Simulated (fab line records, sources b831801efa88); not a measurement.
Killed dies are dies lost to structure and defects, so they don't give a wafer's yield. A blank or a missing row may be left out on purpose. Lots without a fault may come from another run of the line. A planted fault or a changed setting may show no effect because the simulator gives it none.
Chamber matching | flow sky130 | SKY_VIA2_HDPCVD_00 on hdpcvd-02: 3 sister chambers
The step deposits SiO2, target thk 1180 nm, time 196.7 s. 3 wafers are shown with their chamber, then 8 later ones without.

WAFERS WITH THEIR CHAMBER
wafer  | chamber | pressure_mtorr (mTorr)
L104.6 | 0       | 5.993
L105.4 | 2       | 5.998
L106.1 | 1       | 5.987

WAFERS WITHOUT THEIR CHAMBER
wafer  | pressure_mtorr (mTorr)
L106.3 | 5.996
L106.6 | 5.987
L108.1 | 6.002
L108.4 | 6.013
L108.5 | 6.001
L110.2 | 6.006
L110.4 | 5.991
L110.6 | 5.998

WHICH CHAMBER EACH WENT THROUGH
wafer  | from the rows above          | in truth
L106.3 | can't be placed: 2 or 0 or 1 | 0
L106.6 | can't be placed: 1 or 0 or 2 | 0
L108.1 | can't be placed: 2 or 0 or 1 | 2
L108.4 | can't be placed: 2 or 0 or 1 | 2
L108.5 | can't be placed: 2 or 0 or 1 | 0
L110.2 | can't be placed: 2 or 0 or 1 | 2
L110.4 | can't be placed: 0 or 1 or 2 | 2
L110.6 | can't be placed: 2 or 0 or 1 | 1
Placed correctly: 0 of 8. Can't be placed from these rows: 8 (the true chamber is among the candidates in 8). Placed wrongly: 0.
How it was worked out, from the rows above alone: a wafer's distance from a chamber is the root of the sum, over the readings, of the square of ((its reading less the chamber's mean) divided by the reading's scatter). The wafer belongs to the nearest chamber; if the next one is less than 2 further off, it can't be placed. A chamber's mean is the mean of its shown wafers. The scatter: with one shown wafer a chamber, the root of the mean of the squares of how far each hidden wafer lies from its nearest shown one.
